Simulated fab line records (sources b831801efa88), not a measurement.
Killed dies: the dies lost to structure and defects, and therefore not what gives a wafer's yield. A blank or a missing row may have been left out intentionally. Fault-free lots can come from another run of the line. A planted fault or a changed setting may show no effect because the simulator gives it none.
The tool behind it: which one? | flow gf180mcu | 12 lots, 36 wafers sampled, at 6 steps of a route of 602

## WHAT THE GAUGES READ, wafer by wafer
GF_V4_CD_MEAS_14: the cd target is 260 nm.
lot  | measured     | on        | cd nm (nm)
L075 | day 24 23:33 | cd sem-01 | 261.6 260.6 260.6
L077 | day 25 16:25 | cd sem-01 | 260.7 259.8 261.2
L079 | day 26 10:05 | cd sem-02 | 259.9 262.2 258.7
L081 | day 27 05:43 | cd sem-02 | 262.0 261.1 260.5
L083 | day 27 11:16 | cd sem-02 | 257.3 258.8 259.2
L085 | day 28 02:38 | cd sem-01 | 258.8 260.6 261.2
L087 | day 28 13:45 | cd sem-02 | 259.5 260.0 260.9
L089 | day 29 04:26 | cd sem-01 | 261.1 261.7 262.1
L091 | day 29 21:06 | cd sem-01 | 259.1 259.2 258.9
L093 | day 30 06:03 | cd sem-01 | 259.0 258.7 259.8
L095 | day 30 20:03 | cd sem-02 | 261.5 261.0 262.2
L097 | day 31 09:28 | cd sem-01 | 261.4 261.1 260.7

## TOOL THAT RAN EACH LOT (tool first, then ch and the chambers of the sampled wafers, then the start)
lot  | GF_CONTACT_CMP_04             | GF_V1_ETCH_16                      | GF_V1_SPUTTER_22             | GF_V2_CVD_02                    | GF_V3_CVD_02
L075 | cmp-01 ch 0,1, day 15 19:02   | rie diel-01 ch 1,2,3, day 18 19:38 | pvd sputter-02, day 18 20:22 | pecvd-03 ch 1, day 19 22:54     | pecvd-03 ch 0,1,2, day 22 01:16
L077 | cmp-02 ch 0,2,3, day 16 12:31 | rie diel-02 ch 0,2,3, day 19 13:25 | pvd sputter-04, day 19 14:08 | pecvd-02 ch 0,1,2, day 20 15:55 | pecvd-04 ch 0,1,2, day 22 18:02
L079 | cmp-01 ch 0,1, day 17 05:20   | rie diel-01 ch 1,2, day 20 09:11   | pvd sputter-02, day 20 09:55 | pecvd-02 ch 1,2, day 21 12:31   | pecvd-01 ch 0,1,2, day 23 13:09
L081 | cmp-02 ch 2,3, day 18 04:27   | rie diel-01 ch 0,1,2, day 21 09:05 | pvd sputter-02, day 21 09:49 | pecvd-02 ch 0,1,2, day 22 10:50 | pecvd-01 ch 0,2, day 24 10:55
L083 | cmp-02 ch 0,1,2, day 18 10:58 | rie diel-02 ch 2,3, day 21 14:46   | pvd sputter-02, day 21 15:32 | pecvd-02 ch 0,1,2, day 22 17:10 | pecvd-03 ch 2, day 24 16:53
L085 | cmp-01 ch 0,1,2, day 19 06:04 | rie diel-01 ch 0,2,3, day 22 09:10 | pvd sputter-02, day 22 09:54 | pecvd-04 ch 0,1, day 23 10:36   | pecvd-03 ch 1,2, day 25 10:01
L087 | cmp-01 ch 2,3, day 19 22:25   | rie diel-02 ch 1,3, day 22 23:20   | pvd sputter-03, day 23 00:04 | pecvd-02 ch 0,1, day 24 00:04   | pecvd-04 ch 0,2, day 25 22:20
L089 | cmp-02 ch 0,1,3, day 20 12:43 | rie diel-01 ch 0,1,3, day 23 14:40 | pvd sputter-03, day 23 15:29 | pecvd-04 ch 0,1,2, day 24 15:29 | pecvd-04 ch 0,1,2, day 26 13:34
L091 | cmp-02 ch 0,2,3, day 21 07:59 | rie diel-01 ch 0,2,3, day 24 09:11 | pvd sputter-03, day 24 09:55 | pecvd-04 ch 1,2, day 25 09:19   | pecvd-03 ch 0,1,2, day 27 05:47
L093 | cmp-02 ch 1,2,3, day 21 17:28 | rie diel-01 ch 1,3, day 24 18:17   | pvd sputter-04, day 24 19:01 | pecvd-03 ch 0,1, day 25 18:18   | pecvd-04 ch 0,1,2, day 27 14:20
L095 | cmp-01 ch 1,2,3, day 22 13:13 | rie diel-02 ch 0,1,2, day 25 11:38 | pvd sputter-04, day 25 12:22 | pecvd-02 ch 0,2, day 26 11:23   | pecvd-01 ch 1,2, day 28 06:52
L097 | cmp-01 ch 0,2,3, day 23 08:19 | rie diel-01 ch 0,1,3, day 26 04:28 | pvd sputter-04, day 26 05:14 | pecvd-03 ch 1,2, day 27 03:55   | pecvd-01 ch 1,2, day 28 21:33
- GF_CONTACT_CMP_04: polishes SiO2.
- GF_V1_ETCH_16: etches BARC in N2/H2.
- GF_V1_SPUTTER_22: material TiN, target thk 10 nm, time 40 s.
- GF_V2_CVD_02: deposits SiO2 from TEOS, target thk 850 nm, time 94.851 s.
- GF_V3_CVD_02: deposits SiO2 from TEOS, target thk 850 nm, time 94.851 s.

## THE ANSWER, worked out from the rows above alone
Rule: the usual values come from the lots themselves. Put in order of their means at a reading, lots are off if they are a third of the lots or fewer, leave a main group of 4 or more, and stand apart from it by a gap of 3 or more times the standard deviation of the main group's means; of several such gaps the widest counts. The tables above print the reading to a certain number of digits; a main group whose means all agree to those digits is not used. Also off: a lot with no number at a reading for which 4 or more lots have one. All remaining lots with rows at the step are treated as sound.
No lot is off on any of the readings shown, so nothing can be concluded from this.

## WHAT WAS PUT IN BY THE SIMULATOR
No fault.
